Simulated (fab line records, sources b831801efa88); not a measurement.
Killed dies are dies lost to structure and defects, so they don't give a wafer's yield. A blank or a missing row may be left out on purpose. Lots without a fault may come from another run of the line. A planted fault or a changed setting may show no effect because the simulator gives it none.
A struck lot beside a sound one | flow sky130 | 25 steps out of a route of 708
Sound: wafers L424.1, L424.2, L424.5. Struck: wafers L430.2, L430.3, L430.4. The cause comes at the end.
At each step with rows: each side's tool, then ch and its chambers, then its first start. Under that, the readings that differ: sound wafers | struck wafers | difference of the means | sigmas: that difference in standard deviations of wafers without a fault.
alike: readings whose means differ by less than 2 such deviations, and words and numbers that are the same on both sides. not compared: withheld readings, readings that some wafer has no value for, bounds like >300 that may hide the same value, and numbers for which the record gives no deviation and whose values overlap.
The two part at a step that has a row with sigmas, a row that says differs or no value, or rows on one side only. Numbers that don't overlap but have no deviation are shown without sigmas and don't part them. A reading that every wafer of one side lacks parts them only if that side has two wafers or more.

first, 1 step without rows for these wafers: SKY_VIA2_SPUTTER_20 (material TiN, target thk 20 nm, time 80 s).
SKY_VIA2_CVD_21: deposits W, target thk 420 nm, time 126.4 s.
  sound on cvd_w-01 ch 0,1, day 37 19:59; struck on cvd_w-01 ch 0,1, day 39 06:25
  alike: heater_power_w, susceptor_temp_C
SKY_VIA2_RS_MEAS_22: measures by four-point-probe.
  sound on film_metro-02, day 37 20:07; struck on film_metro-04, day 39 06:34
  alike: VIA2_W_RS
SKY_VIA2_THK_MEAS_23: measures by xrf.
  sound on film_metro-02, day 37 20:14; struck on film_metro-04, day 39 06:40
  reading         | sound       | struck      | difference | sigmas
  VIA2_W_THK (nm) | 444 441 446 | 426 430 426 | -16        | -3
SKY_VIA2_CMP_24: polishes, stops on SiO2, t overpolish 20 s, target thk 0 nm.
  sound on cmp-02 ch 0,2,3, day 37 20:18; struck on cmp-02 ch 0,1,3, day 39 06:43
  alike: motor_current_A, overpolish_run_s, retaining_ring_pressure_frac, time_to_endpoint_s
then, 3 steps without rows for these wafers: SKY_METAL3_SPUTTER_00 (material Ti, target thk 15 nm, time 10 s); SKY_METAL3_SPUTTER_01 (material TiN, target thk 20 nm, time 16.7 s); SKY_METAL3_SPUTTER_02 (material AlCu, target thk 735 nm, time 39.1 s).
SKY_METAL3_SPUTTER_03: material Ti, target thk 5 nm, time 3.3 s.
  sound on pvd_sputter-04, day 37 20:41; struck on pvd_sputter-04, day 39 07:07
  alike: cathode_dc_power_W, chamber_pressure_pa, throttle_valve_pct
then, 1 step without rows for these wafers: SKY_METAL3_SPUTTER_04 (material TiN, target thk 70 nm, time 58.3 s).
SKY_CAPM_CVD_00: deposits SiO2, target thk 15.5 nm.
  sound on pecvd-03 ch 0,1,2, day 37 20:46; struck on pecvd-02 ch 0,1, day 39 07:10
  alike: heater_power_w, susceptor_temp_C
SKY_CAPM_THK_MEAS_01:
  sound on film_metro-01, day 37 20:47; struck on film_metro-04, day 39 07:13
  alike: CAPM_CVD_00_THK
SKY_CAPM_SPUTTER_02: material TiN, target thk 200 nm, time 166.7 s.
  sound on pvd_sputter-03, day 37 20:50; struck on pvd_sputter-03, day 39 07:16
  no value came back on the struck wafers for cathode_dc_power_W (W), chamber_pressure_pa (Pa), susceptor_temp_C (C), throttle_valve_pct (%); on the sound wafers cathode_dc_power_W (W) reads 6502.2 6499.4 6499.7
SKY_CAPM_RS_MEAS_03: measures by four-point-probe.
  sound on film_metro-02, day 37 20:57; struck on film_metro-01, day 39 07:23
  reading              | sound          | struck | difference                    | sigmas
  CAPM_TIN_RS (ohm/sq) | 6.81 6.82 6.96 | - - -  | no value on the struck wafers |
SKY_CAPM_THK_MEAS_04: measures by xrf.
  sound on film_metro-02, day 37 21:04; struck on film_metro-01, day 39 07:30
  reading           | sound             | struck         | difference | sigmas
  CAPM_TIN_THK (nm) | 206.0 206.8 202.8 | <0.0 <0.0 <0.0 | differs    |
then, 7 steps without rows for these wafers: SKY_CAPM_DEHYDRATE_05 (time 60 s); SKY_CAPM_HMDS_06 (prime time 60 s); SKY_CAPM_COAT_07 (resist thk 1140 nm); SKY_CAPM_SOFTBAKE_08 (time 60 s); SKY_CAPM_EXPOSE_09 (exposes mask CAPM, target cd 1000 nm); SKY_CAPM_PEB_10; SKY_CAPM_DEVELOP_11 (develop time 60 s).
SKY_CAPM_OVL_MEAS_12:
  sound on overlay-01, day 38 22:13; struck on overlay-01, day 40 07:43
  reading       | sound          | struck      | difference | sigmas
  CAPM_OVL (nm) | -2.4 -0.7 -3.5 | 1.8 2.6 0.9 | +4.0       | +3
SKY_CAPM_METAL_ETCH_13: etches TiN in Cl2/BCl3, stops on SiO2, target depth 220 nm, time 62.9 s.
  sound on rie_metal-02 ch 0,1, day 38 22:16; struck on rie_metal-04 ch 0,1, day 40 07:44
  reading                | sound                | struck               | difference | sigmas
  oes_product_au (a.u.)  | 0.959 0.953 0.933    | 0.372 0.371 0.376    | -0.575     | -78
  throttle_valve_pct (%) | 21.901 21.906 21.912 | 22.274 22.261 22.270 | +0.362     | +36
  alike: bias_w, drypump_motor_current_A
  not compared: rf_hours_counter_h
SKY_CAPM_STRIP_14: strips in O2/N2.
  sound on plasma_asher-03 ch 0,1, day 38 22:20; struck on plasma_asher-01 ch 0,1, day 40 07:49
  reading               | sound             | struck            | difference | sigmas
  oes_product_au (a.u.) | 0.706 0.706 0.701 | 0.711 0.715 0.716 | +0.010     | +2
  alike: drypump_motor_current_A, strip_time_to_endpoint_s
  not compared: rf_hours_counter_h

WHERE THEY PART
First at SKY_VIA2_THK_MEAS_23; last, within this record, at SKY_CAPM_STRIP_14.

WHY: what the simulator had put in
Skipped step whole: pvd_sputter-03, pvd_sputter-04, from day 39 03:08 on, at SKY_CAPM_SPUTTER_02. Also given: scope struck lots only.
